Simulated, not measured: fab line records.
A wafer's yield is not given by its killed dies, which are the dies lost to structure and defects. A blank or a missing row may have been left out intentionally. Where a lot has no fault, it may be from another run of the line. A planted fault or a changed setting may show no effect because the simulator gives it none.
fab line records    flow gf180mcu
[record] lots = 5  wafers = 15  last_day = 34
route steps=602 shown M3@421 V3@429 M4@456 PASSIVATION@602
lots that met no fault: from a run of the same line without faults
start_h: hours from the record's first day to the start of the lot's first wafer shown    wait_h: how many hours have passed since the lot's step before this one    " identical to the entry in the row above    L1.1+2: one row covering several wafers at once    - no value, or no start given    * or withheld: withheld    < > ~ a bound
route shown NAME@n: names a module that has steps shown in the file, with the first one's number in the route    usual: mean/standard deviation of fault-free wafers    same: alike in all rows    chamber/n: place in a boat    sites: the reading at each site    _std_site: the values' standard deviation    _edge_site: inner sites' mean taken away from outer sites' mean    radius_mm: how far each site lies from the wafer's centre    mask NAME#n: copy n    behind: the most recent tool/chamber to have shaped the wafer    hold: why the lot went on hold/how many hours it stayed there/how the hold came to an end    device: names the non-switching transistor (n, p or np)    end of line: tests of these same wafers at the route's end    a step with no rows: only its recipe    killed: not the wafer's yield, but the dies lost to structure and defects at the first sort    map: dies across one wafer; x = killed, . = not, _ = none there
set.NAME: setting as actually run; set.NAME@STEP: the setting as run at that earlier step    model.NAME: the simulator's own value behind a step, which no gauge read
lots at some steps of the route; a table a step, a row a wafer
services: the hour from which a tool's chamber was out of use, counted from the record's first day as start_h (under 0 if before that day), plus the number of hours and why
[[steps]]
[step GF_M3_PEB_12]
[recipe] peb_temp_c = 135  peb_time_s = 90  resist = KrF
[step GF_M3_DEVELOP_13]
[recipe] develop_time_s = 60  dev_temp_c = 21
[step GF_M3_CD_MEAS_14]
[recipe] target_cd_nm = 280
[usual] cd_nm = 279.6/1.3
lot.wafer  tool       chamber  start_h  wait_h  cd_nm
L519.1     cd_sem-02  -        512.56   0.1     280.0
L519.4     "          -        "        "       280.3
L519.6     "          -        "        "       279.0
L520.1     cd_sem-01  -        524.57   0.1     279.3
L520.2     "          -        "        "       279.3
L520.4     "          -        "        "       278.6
L530.1     cd_sem-02  -        603.37   0.1     280.6
L530.4     "          -        "        "       280.2
L530.5     "          -        "        "       280.0
L532.2     cd_sem-01  -        618.63   0.1     279.4
L532.3     "          -        "        "       278.9
L532.5     "          -        "        "       278.7
L540.3     cd_sem-02  -        676.98   0.1     278.6
L540.5     "          -        "        "       279.4
L540.6     "          -        "        "       278.9
[step GF_M3_OVL_MEAS_15]
[usual] M3_OVL = 2/4.4
lot.wafer  tool        chamber  start_h  wait_h  M3_OVL[nm]
L519.1     overlay-02  -        512.68   0.1     7
L519.4     "           -        "        "       5
L519.6     "           -        "        "       1
L520.1     overlay-02  -        524.69   0.1     6
L520.2     "           -        "        "       0
L520.4     "           -        "        "       4
L530.1     overlay-01  -        603.49   0.1     2
L530.4     "           -        "        "       7
L530.5     "           -        "        "       2
L532.2     overlay-01  -        618.74   0.1     10
L532.3     "           -        "        "       8
L532.5     "           -        "        "       10
L540.3     overlay-01  -        677.07   0.1     6
L540.5     "           -        "        "       5
L540.6     "           -        "        "       6
[step GF_M3_METAL_ETCH_16]
[recipe] chemistry = Cl2/BCl3  mask_material = KrF  target_depth_nm = 627.5  stop_on = SiO2  pressure_mtorr = 8  icp_w = 800  bias_w = 140  Cl2_flow_sccm = 80  bcl3_flow_sccm = 40  time_s = 104.6
[usual] drypump_motor_current_A = 5.6/0.53  he_backside_leak_sccm = 3.34/0.26  oes_product_au = 0.972/0.0061  throttle_valve_pct = 28.249/0.01
[same] time_s = 104.6
lot.wafer  tool          chamber  start_h  wait_h  drypump_motor_current_A  he_backside_leak_sccm  oes_product_au  rf_hours_counter_h  throttle_valve_pct
L519.1     rie_metal-02  1        512.72   0.0     6.3                      3.11                   0.970           0                   28.240
L519.4     "             0        "        "       5.3                      3.42                   0.974           -                   28.247
L519.6     "             1        "        "       6.4                      3.34                   0.970           -                   28.247
L520.1     rie_metal-03  0        524.72   0.0     5.8                      3.39                   0.977           0                   28.224
L520.2     "             1        "        "       4.8                      3.79                   0.986           2                   28.221
L520.4     "             0        "        "       5.7                      3.50                   0.967           -                   28.258
L530.1     rie_metal-03  1        603.52   0.0     4.8                      5.11                   0.971           4                   28.250
L530.4     "             0        "        "       5.8                      3.54                   0.973           -                   28.248
L530.5     "             1        "        "       4.7                      3.46                   0.973           -                   28.253
L532.2     rie_metal-01  1        618.77   0.0     6.1                      3.35                   0.976           3                   28.252
L532.3     "             1        "        "       6.0                      3.31                   0.965           -                   28.249
L532.5     "             1        "        "       6.1                      3.33                   0.968           -                   28.243
L540.3     rie_metal-01  1        677.13   0.1     6.1                      3.41                   0.977           -                   28.247
L540.5     "             0        "        "       5.4                      2.74                   0.970           -                   28.274
L540.6     "             1        "        "       6.0                      3.41                   0.963           -                   28.264
[step GF_M3_STRIP_17]
[recipe] chemistry = O2/N2  power_w = 1400  pressure_mtorr = 1500  platen_temp_c = 250  o2_flow_sccm = 3000  n2_flow_sccm = 300  overash_fraction = 0.5
[usual] drypump_motor_current_A = 5.8/0.57  heater_power_w = 338/23  oes_product_au = 0.558/0.0047  strip_time_to_endpoint_s = 7.87/0.048
[same] overash_fraction = 0.5
lot.wafer  tool             chamber  start_h  wait_h  drypump_motor_current_A  heater_power_w  oes_product_au  rf_hours_counter_h  strip_time_to_endpoint_s
L519.1     plasma_asher-04  1        512.83   0.1     6.6                      343             0.564           9                   7.89
L519.4     "                0        "        "       5.1                      309             0.561           -                   7.89
L519.6     "                1        "        "       6.6                      371             0.560           -                   7.93
L520.1     plasma_asher-01  1        524.83   0.1     5.3                      323             0.551           36                  7.77
L520.2     "                0        "        "       5.2                      324             0.558           36                  7.79
L520.4     "                0        "        "       5.2                      315             0.556           -                   7.76
L530.1     plasma_asher-04  1        603.63   0.1     6.6                      359             0.557           20                  7.79
L530.4     "                1        "        "       6.6                      359             0.556           -                   7.78
L530.5     "                1        "        "       6.6                      362             0.563           -                   7.85
L532.2     plasma_asher-04  1        618.88   0.1     6.6                      351             0.553           22                  7.88
L532.3     "                0        "        "       5.1                      312             0.558           -                   7.89
L532.5     "                0        "        "       5.1                      313             0.555           -                   7.87
L540.3     plasma_asher-04  1        677.24   0.1     6.6                      363             0.553           -                   7.88
L540.5     "                0        "        "       5.1                      317             0.564           -                   7.92
L540.6     "                1        "        "       6.6                      359             0.556           -                   7.87
[step GF_M3_STRIP_18]
[recipe] chemistry = post_etch_residue_remover  time_s = 1200  temp_c = 72.5
[step GF_M3_CLEAN_19]
[recipe] chemistry = DIW  dry = n2_spin
[step GF_V3_CVD_00]
[recipe] material = SiO2  target_thk_nm = 600  sigma_open_frac = 0.3  temp_c = 400  time_s = 100  sih4_flow_sccm = 60  pressure_mtorr = 6
[step GF_V3_THK_MEAS_01]
[recipe] reads = SiO2_of_V3_CVD_00
[usual] V3_CVD_00_THK = 603/6.4
lot.wafer  tool           chamber  start_h  wait_h  V3_CVD_00_THK[nm]
L519.1     film_metro-01  -        513.45   0.0     600
L519.4     "              -        "        "       605
L519.6     "              -        "        "       602
L520.1     film_metro-01  -        525.44   0.0     602
L520.2     "              -        "        "       598
L520.4     "              -        "        "       589
L530.1     film_metro-03  -        604.28   0.1     606
L530.4     "              -        "        "       601
L530.5     "              -        "        "       603
L532.2     film_metro-01  -        619.56   0.0     611
L532.3     "              -        "        "       598
L532.5     "              -        "        "       610
L540.3     film_metro-02  -        677.84   0.1     613
L540.5     "              -        "        "       617
L540.6     "              -        "        "       615
[step GF_V3_CVD_02]
[recipe] material = SiO2  target_thk_nm = 850  precursor = TEOS  temp_c = 400  time_s = 94.851  rf_w = 600
[usual] heater_power_w = 655/73
[same] time_s = 94.851
lot.wafer  tool      chamber  start_h  wait_h  heater_power_w
L519.1     pecvd-02  1        513.51   0.1     660
L519.4     "         1        "        "       675
L519.6     "         2        "        "       665
L520.1     pecvd-01  0        525.50   0.1     693
L520.2     "         2        "        "       751
L520.4     "         0        "        "       726
L530.1     pecvd-01  0        604.34   0.1     767
L530.4     "         1        "        "       574
L530.5     "         0        "        "       637
L532.2     pecvd-02  0        619.61   0.0     516
L532.3     "         2        "        "       661
L532.5     "         0        "        "       572
L540.3     pecvd-01  2        677.88   0.0     757
L540.5     "         1        "        "       632
L540.6     "         0        "        "       620
[step GF_V3_THK_MEAS_03]
[recipe] reads = SiO2_of_V3_CVD_02
[usual] V3_CVD_02_THK = 849/16
lot.wafer  tool           chamber  start_h  wait_h  V3_CVD_02_THK[nm]
L519.1     film_metro-03  -        513.58   0.0     846
L519.4     "              -        "        "       863
L519.6     "              -        "        "       868
L520.1     film_metro-03  -        525.57   0.0     824
L520.2     "              -        "        "       828
L520.4     "              -        "        "       845
L530.1     film_metro-01  -        604.40   0.0     839
L530.4     "              -        "        "       848
L530.5     "              -        "        "       860
L532.2     film_metro-03  -        619.69   0.0     860
L532.3     "              -        "        "       880
L532.5     "              -        "        "       868
L540.3     film_metro-03  -        677.97   0.1     830
L540.5     "              -        "        "       841
L540.6     "              -        "        "       832
[step GF_V3_CMP_04]
[recipe] material = SiO2  down_force_psi = 4  platen_rpm = 60  pad_velocity_m_s = 0.94248
[usual] motor_current_A = 12.2/1.2  time_to_endpoint_s = 80/7.5
lot.wafer  tool    chamber  start_h  wait_h  motor_current_A  time_to_endpoint_s  model.SiO2_of_V3_CVD_02.thk_nm
L519.1     cmp-01  3        513.69   0.1     11.1             80                  630.7
L519.4     "       0        "        "       11.7             86                  632.6
L519.6     "       2        "        "       9.9              85                  631.2
L520.4     cmp-01  3        525.63   0.0     10.9             76                  633.9
L520.1     "       0        "        "       12.4             70                  632.4
L520.2     "       1        "        "       14.1             76                  635.2
L530.4     cmp-02  0        604.46   0.0     13.8             79                  634.1
L530.1     "       3        "        "       13.0             69                  631.7
L530.5     "       1        "        "       14.0             80                  631.1
L532.3     cmp-01  2        619.74   0.0     10.3             95                  631.9
L532.2     "       0        "        "       11.9             28                  790.1
L532.5     "       2        "        "       10.1             87                  632.7
L540.3     cmp-01  3        678.01   0.0     10.5             77                  633.2
L540.6     "       3        "        "       11.0             73                  632.6
L540.5     "       0        "        "       12.5             78                  632.2
[step GF_V3_BOW_MEAS_05]
[recipe] mode = bow
[usual] V3_BOW = 116/7.9
lot.wafer  tool           chamber  start_h  wait_h  V3_BOW[um]
L519.1     film_metro-01  -        513.94   0.2     120
L519.4     "              -        "        "       114
L519.6     "              -        "        "       121
L520.1     film_metro-03  -        525.93   0.2     115
L520.2     "              -        "        "       111
L520.4     "              -        "        "       119
L530.1     film_metro-02  -        604.76   0.1     115
L530.4     "              -        "        "       126
L530.5     "              -        "        "       117
L532.2     film_metro-01  -        620.06   0.2     113
L532.3     "              -        "        "       114
L532.5     "              -        "        "       118
L540.3     film_metro-01  -        678.35   0.3     113
L540.5     "              -        "        "       114
L540.6     "              -        "        "       109
[step GF_V3_DEHYDRATE_06]
[recipe] temp_c = 200  time_s = 60
[step GF_V3_HMDS_07]
[recipe] prime_time_s = 60  prime_temp_c = 120
[step GF_V3_COAT_08]
[recipe] resist = BARC  temp_c = withheld  time_s = withheld  spin_rpm = withheld  resist_thk_nm = withheld
[step GF_V3_COAT_09]
[recipe] resist = KrF  spin_rpm = withheld  resist_thk_nm = 1000
[step GF_V3_SOFTBAKE_10]
[recipe] temp_c = 130  time_s = 60  resist = KrF
[step GF_V3_EXPOSE_11]
[recipe] mask_id = Via3  target_cd_nm = 260  na = 0.68  source_shape = conventional  sigma_outer = 0.6  dose_mj = 38
[step GF_V3_PEB_12]
[recipe] peb_temp_c = 135  peb_time_s = 90  resist = KrF
[step GF_V3_DEVELOP_13]
[recipe] develop_time_s = 60  resist = KrF  dev_temp_c = 21
[step GF_V3_CD_MEAS_14]
[recipe] target_cd_nm = 260
[usual] cd_nm = 259.6/1.2
lot.wafer  tool       chamber  start_h  wait_h  cd_nm
L519.1     cd_sem-01  -        537.21   0.1     260.4
L519.4     "          -        "        "       258.8
L519.6     "          -        "        "       259.1
L520.1     cd_sem-02  -        548.71   0.1     260.3
L520.2     "          -        "        "       260.0
L520.4     "          -        "        "       259.6
L530.1     cd_sem-02  -        625.76   0.1     257.6
L530.4     "          -        "        "       258.9
L530.5     "          -        "        "       258.3
L532.2     cd_sem-01  -        640.67   0.1     259.4
L532.3     "          -        "        "       258.7
L532.5     "          -        "        "       258.8
L540.3     cd_sem-01  -        696.90   0.1     260.4
L540.5     "          -        "        "       260.3
L540.6     "          -        "        "       260.3
[step GF_V3_OVL_MEAS_15]
[usual] V3_OVL = 0/5.1
lot.wafer  tool        chamber  start_h  wait_h  V3_OVL[nm]
L519.1     overlay-02  -        537.33   0.1     -1
L519.4     "           -        "        "       -1
L519.6     "           -        "        "       0
L520.1     overlay-02  -        548.83   0.1     3
L520.2     "           -        "        "       -1
L520.4     "           -        "        "       6
L530.1     overlay-01  -        625.88   0.1     -9
L530.4     "           -        "        "       -2
L530.5     "           -        "        "       -6
L532.2     overlay-02  -        640.77   0.1     7
L532.3     "           -        "        "       10
L532.5     "           -        "        "       6
L540.3     overlay-02  -        696.99   0.1     -1
L540.5     "           -        "        "       -1
L540.6     "           -        "        "       -6
[step GF_V3_ETCH_16]
[recipe] chemistry = N2/H2  target_depth_a = withheld  overetch_a = withheld  time_s = withheld  target = BARC  ion_energy_ev = 200  source_w = 500  bias_w = 100  pressure_mtorr = 30  n2_flow_sccm = 100  h2_flow_sccm = 200
[step GF_V3_ETCH_17]
[recipe] chemistry = C4F8/O2/Ar  mask_material = KrF  target = SiO2  stop_on = TiN  source_w = 1500  bias_w = 1200  pressure_mtorr = 40  c4f8_flow_sccm = withheld  O2_flow_sccm = 6  Ar_flow_sccm = 300  time_s = withheld  target_depth_a = 6350
[usual] oes_product_au = 0.855/0.0045
lot.wafer  tool         chamber  start_h  wait_h  oes_product_au  model.V3.feature_depth_nm  model.etch.depth_nm
L519.1     rie_diel-01  3        -        -       0.854           630.7                      630.7
L519.4     "            1        "        "       0.851           632.6                      632.6
L519.6     "            1        "        "       0.851           631.2                      631.2
L520.1     rie_diel-03  0        -        -       0.855           632.4                      632.4
L520.2     "            3        "        "       0.857           635.2                      635.2
L520.4     "            1        "        "       0.860           633.9                      633.9
L530.1     rie_diel-03  2        -        -       0.860           631.7                      631.7
L530.4     "            1        "        "       0.859           634.1                      634.1
L530.5     "            3        "        "       0.861           631.1                      631.1
L532.2     rie_diel-02  2        -        -       0.975           790.1                      790.1
L532.3     "            0        "        "       0.848           631.9                      631.9
L532.5     "            2        "        "       0.857           632.7                      632.7
L540.3     rie_diel-02  1        -        -       0.854           633.2                      633.2
L540.5     "            0        "        "       0.854           632.2                      632.2
L540.6     "            1        "        "       0.867           632.6                      632.6
[step GF_V3_STRIP_18]
[recipe] chemistry = O2/N2  power_w = 1400  pressure_mtorr = 1500  platen_temp_c = 250  o2_flow_sccm = 3000  n2_flow_sccm = 300  overash_fraction = 0.5
[step GF_V3_STRIP_19]
[recipe] chemistry = post_etch_residue_remover  time_s = 1200  temp_c = 72.5
[step GF_V3_CLEAN_20]
[recipe] chemistry = DIW  dry = n2_spin
[step GF_V3_SPUTTER_21]
[recipe] material = Ti  target_thk_nm = 15  chamber_pressure_pa = 5  power_w = 2500  substrate_temp_c = 200  time_s = 80.02
[usual] substrate_temp_c = 200.02/0.15  throttle_valve_pct = 30.6/0.94
[same] time_s = 80.02
lot.wafer  tool            chamber  start_h  wait_h  substrate_temp_c  throttle_valve_pct
L519.1     pvd_sputter-04  -        538.06   0.0     199.99            30.6
L519.4     "               -        "        "       200.03            30.2
L519.6     "               -        "        "       199.91            30.8
L520.1     pvd_sputter-04  -        549.53   0.0     200.23            30.5
L520.2     "               -        "        "       200.34            30.5
L520.4     "               -        "        "       200.46            30.7
L530.1     pvd_sputter-04  -        626.61   0.0     199.93            30.5
L530.4     "               -        "        "       199.86            30.6
L530.5     "               -        "        "       199.90            30.0
L532.2     pvd_sputter-02  -        641.50   0.0     200.21            29.0
L532.3     "               -        "        "       199.87            31.0
L532.5     "               -        "        "       200.05            30.2
L540.3     pvd_sputter-04  -        697.68   0.0     200.26            30.6
L540.5     "               -        "        "       199.91            30.4
L540.6     "               -        "        "       200.03            30.8
[step GF_V3_SPUTTER_22]
[recipe] material = TiN  target_thk_nm = 10  chamber_pressure_pa = 5  power_w = 4000  time_s = 40
[step GF_V3_CVD_23]
[recipe] material = W  target_thk_nm = 350  time_s = 104.9  temp_c = 400  pressure_torr = 40
[usual] heater_power_w = 883/92
[same] time_s = 104.9
lot.wafer  tool      chamber  start_h  wait_h  heater_power_w
L519.1     cvd_w-01  0        538.16   0.0     937
L519.4     "         1        "        "       729
L519.6     "         1        "        "       706
L520.1     cvd_w-01  0        549.63   0.0     942
L520.2     "         1        "        "       745
L520.4     "         0        "        "       942
L530.1     cvd_w-02  0        626.71   0.0     854
L530.4     "         0        "        "       846
L530.5     "         0        "        "       861
L532.2     cvd_w-02  0        641.60   0.0     855
L532.3     "         1        "        "       974
L532.5     "         1        "        "       1008
L540.3     cvd_w-01  0        697.82   0.1     960
L540.5     "         1        "        "       741
L540.6     "         0        "        "       932
[step GF_V3_RS_MEAS_24]
[recipe] thk_meas_gauge = four-point-probe  reads = W_of_V3_CVD_23+TiN_of_V3_SPUTTER_22+Ti_of_V3_SPUTTER_21
[usual] V3_W_RS = 0.327/0.0045
lot.wafer  tool           chamber  start_h  wait_h  V3_W_RS[ohm/sq]
L519.1     film_metro-01  -        538.28   0.1     0.329
L519.4     "              -        "        "       0.329
L519.6     "              -        "        "       0.333
L520.1     film_metro-01  -        549.74   0.1     0.332
L520.2     "              -        "        "       0.334
L520.4     "              -        "        "       0.335
L530.1     film_metro-02  -        626.83   0.1     0.327
L530.4     "              -        "        "       0.325
L530.5     "              -        "        "       0.327
L532.2     film_metro-01  -        641.73   0.1     0.329
L532.3     "              -        "        "       0.322
L532.5     "              -        "        "       0.325
L540.3     film_metro-02  -        697.93   0.1     0.333
L540.5     "              -        "        "       0.330
L540.6     "              -        "        "       0.328
[step GF_V3_THK_MEAS_25]
[recipe] thk_meas_gauge = xrf  reads = W_of_V3_CVD_23
[usual] V3_W_THK = 337/6.7
lot.wafer  tool           chamber  start_h  wait_h  V3_W_THK[nm]
L519.1     film_metro-01  -        538.40   0.1     329
L519.4     "              -        "        "       329
L519.6     "              -        "        "       329
L520.1     film_metro-01  -        549.86   0.1     328
L520.2     "              -        "        "       327
L520.4     "              -        "        "       327
L530.1     film_metro-02  -        626.95   0.1     341
L530.4     "              -        "        "       342
L530.5     "              -        "        "       339
L532.2     film_metro-01  -        641.84   0.1     331
L532.3     "              -        "        "       338
L532.5     "              -        "        "       337
L540.3     film_metro-02  -        698.03   0.1     332
L540.5     "              -        "        "       334
L540.6     "              -        "        "       335
[step GF_V3_CMP_26]
[recipe] stop_on = SiO2  down_force_psi = 3.5  platen_rpm = 60  t_overpolish_s = 15  target_thk_nm = 0  pad_velocity_m_s = 0.94248
[usual] motor_current_A = 11.4/1.1
lot.wafer  tool    chamber  start_h  wait_h  motor_current_A  model.SiO2_of_V3_CVD_02.thk_nm
L519.4     cmp-01  3        538.51   0.1     9.9              628.8
L519.1     "       0        "        "       11.0             626.9
L519.6     "       2        "        "       9.4              627.5
L520.2     cmp-02  1        549.97   0.1     12.9             631.4
L520.4     "       2        "        "       10.4             630.1
L520.1     "       3        "        "       10.9             628.6
L530.1     cmp-02  2        627.01   0.1     10.5             627.9
L530.4     "       3        "        "       10.9             630.3
L530.5     "       2        "        "       10.7             627.3
L532.3     cmp-01  3        641.94   0.1     10.4             628.1
L532.2     "       1        "        "       12.5             786.4
L532.5     "       3        "        "       9.8              629
L540.3     cmp-02  1        698.17   0.1     12.4             629.4
L540.5     "       3        "        "       11.2             628.4
L540.6     "       0        "        "       12.1             628.8
[step GF_M4_SPUTTER_00]
[recipe] material = Ti  target_thk_nm = 37.5  arriving_ion_energy_ev = 80  substrate_temp_c = 200  chamber_pressure_pa = 2  power_w = 4000  time_s = 150
[step GF_PASSIVATION_PROBE_99]
lot.wafer  tool       chamber  start_h  wait_h  model.etest.via3_chain.rc_ohm
L519.1     prober-01  -        694.48   0.1     6.266
L519.4     prober-01  -        694.63   0.2     6.473
L519.6     prober-01  -        694.73   0.2     6.136
L520.1     prober-02  -        702.37   0.1     6.059
L520.2     prober-02  -        702.42   0.1     6.112
L520.4     prober-02  -        702.52   0.2     5.989
L530.1     prober-02  -        767.07   0.1     6.445
L530.4     prober-02  -        767.22   0.2     6.458
L530.5     prober-02  -        767.27   0.2     6.447
L532.2     prober-02  -        778.82   0.1     8.179
L532.3     prober-02  -        778.87   0.2     6.506
L532.5     prober-02  -        778.97   0.2     6.392
L540.3     prober-02  -        825.07   0.2     6.145
L540.5     prober-02  -        825.17   0.2     6.308
L540.6     prober-02  -        825.22   0.2     6.295
// killed by level:class
L519.1 CONTACT:geometric_particle:open=7 V3:geometric_particle:short=5 V3:geometric_particle:open=5 V1:geometric_particle:short=4 V1:geometric_particle:open=3 V2:geometric_particle:open=3 V4:geometric_particle:short=3 V5:geometric_particle:open=3
L519.4 STI:geometric_particle:open=6 V3:geometric_particle:open=6 V5:geometric_particle:open=6 V4:geometric_particle:open=5 CONTACT:geometric_particle:open=4 M3:geometric_particle:short=3 V3:geometric_particle:short=3 V4:geometric_particle:short=3
L519.6 V1:geometric_particle:open=9 V3:geometric_particle:open=9 V5:geometric_particle:open=8 CONTACT:geometric_particle:open=6 CONTACT:geometric_particle:short=4 V2:geometric_particle:short=4 STI:geometric_particle:short=3 M1:geometric_particle:short=3
L520.1 CONTACT:geometric_particle:open=6 V1:geometric_particle:open=4 V1:geometric_particle:short=4 V4:geometric_particle:open=4 CONTACT:geometric_particle:short=3 V2:geometric_particle:short=3 V3:geometric_particle:open=3 STI:geometric_particle:short=2
L520.2 CONTACT:geometric_particle:open=6 V1:geometric_particle:open=5 V5:geometric_particle:short=4 V5:geometric_particle:open=3 V3:geometric_particle:open=3 M2:geometric_particle:short=3 V2:geometric_particle:open=3 V4:geometric_particle:open=3
L520.4 STI:geometric_particle:short=6 V1:geometric_particle:open=6 V2:geometric_particle:open=5 V3:geometric_particle:open=5 V4:geometric_particle:open=5 CONTACT:geometric_particle:open=4 V2:geometric_particle:short=4 V3:geometric_particle:short=3
L530.1 V2:geometric_particle:open=4 V1:geometric_particle:open=4 V4:geometric_particle:open=3 V2:geometric_particle:short=3 V3:geometric_particle:open=3 V5:geometric_particle:open=3 STI:geometric_particle:open=2 STI:geometric_particle:short=2
L530.4 CONTACT:geometric_particle:open=5 M1:geometric_particle:short=5 V2:geometric_particle:open=4 V3:geometric_particle:open=4 M3:geometric_particle:short=3 V5:geometric_particle:open=3 STI:geometric_particle:open=2 V1:geometric_particle:open=2
L530.5 V4:geometric_particle:open=5 V1:geometric_particle:open=3 M2:geometric_particle:short=3 M3:geometric_particle:short=3 V3:geometric_particle:open=3 STI:geometric_particle:short=2 STI:geometric_particle:open=2 CONTACT:geometric_particle:open=2
L540.3 CONTACT:geometric_particle:open=4 V1:geometric_particle:open=4 V5:geometric_particle:short=4 STI:geometric_particle:open=3 V1:geometric_particle:short=3 V3:geometric_particle:short=3 V3:geometric_particle:open=3 M3:geometric_particle:short=2
L540.5 V5:geometric_particle:open=10 V2:geometric_particle:open=5 CONTACT:geometric_particle:open=4 V4:geometric_particle:short=3 M5:geometric_particle:short=3 STI:geometric_particle:short=2 M1:geometric_particle:short=2 V1:geometric_particle:short=2
L540.6 V2:geometric_particle:open=5 CONTACT:geometric_particle:open=4 M1:geometric_particle:open=4 M4:geometric_particle:short=4 V4:geometric_particle:open=3 CONTACT:geometric_particle:short=3 V5:geometric_particle:open=3 STI:geometric_particle:short=2
[[services]]
tool         chamber  start_h  hours  kind
cmp-01       -        490.02   2.7    repair
pecvd-02     1        491.58   8.3    repair
cvd_w-01     -        496.35   14.6   pm
rie_diel-02  -        498.91   4.3    pm
pecvd-01     -        512.67   1.8    repair
pecvd-01     -        534.50   2.0    repair
cmp-02       -        558.62   5.4    pm
cvd_w-01     -        563.08   1.2    repair
cmp-01       -        572.27   4.0    pm
cmp-01       -        580.27   1.1    repair
pecvd-01     2        584.84   2.2    repair
cvd_w-01     -        585.80   6.9    pm
cmp-01       -        590.63   12.9   pm
cmp-01       -        607.34   0.7    repair
cvd_w-01     0        618.71   6.0    repair
cmp-01       -        622.06   5.3    repair
pecvd-01     -        627.21   5.5    pm
cmp-01       -        650.45   1.9    repair
pecvd-01     2        655.42   16.0   repair
cmp-01       -        656.19   1.1    repair
cmp-01       -        661.53   0.4    repair
cmp-01       -        667.30   7.6    pm
pecvd-01     -        672.10   0.6    repair
cmp-02       -        686.86   4.5    repair
[[key]]
[first_sign] step = GF_V3_CMP_04  reading = time_to_endpoint_s  direction = down  sigmas = 6.9  usual = *  struck = *
[effect] step = GF_V3_ETCH_17  reading = oes_product_au  direction = up  sigmas = 27  usual = 0.855  struck = 0.975
[model_effect] step = GF_V3_CMP_04  value = SiO2_of_V3_CVD_02.thk_nm  without = 632  struck = 790.1
[model_effect] step = GF_V3_ETCH_17  value = V3.feature_depth_nm  without = 632  struck = 790.1
[model_effect] step = GF_V3_CMP_26  value = SiO2_of_V3_CVD_02.thk_nm  without = 628.2  struck = 786.4
[model_effect] step = GF_PASSIVATION_PROBE_99  value = etest.via3_chain.rc_ohm  without = 6.59  struck = 8.179
met_at GF_V3_CMP_04
struck_wafers L532.2
sort_left_out L532.2
onset_between 525.63 619.74
[fault] kind = process_parameter_drift  tool = cmp-01  chamber = 0  onset_h = 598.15  steps = GF_V3_CMP_04  channel = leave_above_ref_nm  offset = 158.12  shape = step  end_h = 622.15  acts_in = these_recipes_only  stated = 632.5
// sort_left_out: the simulated sort isn't trusted on such a fault, so these wafers' sort isn't shown, and their yield isn't known
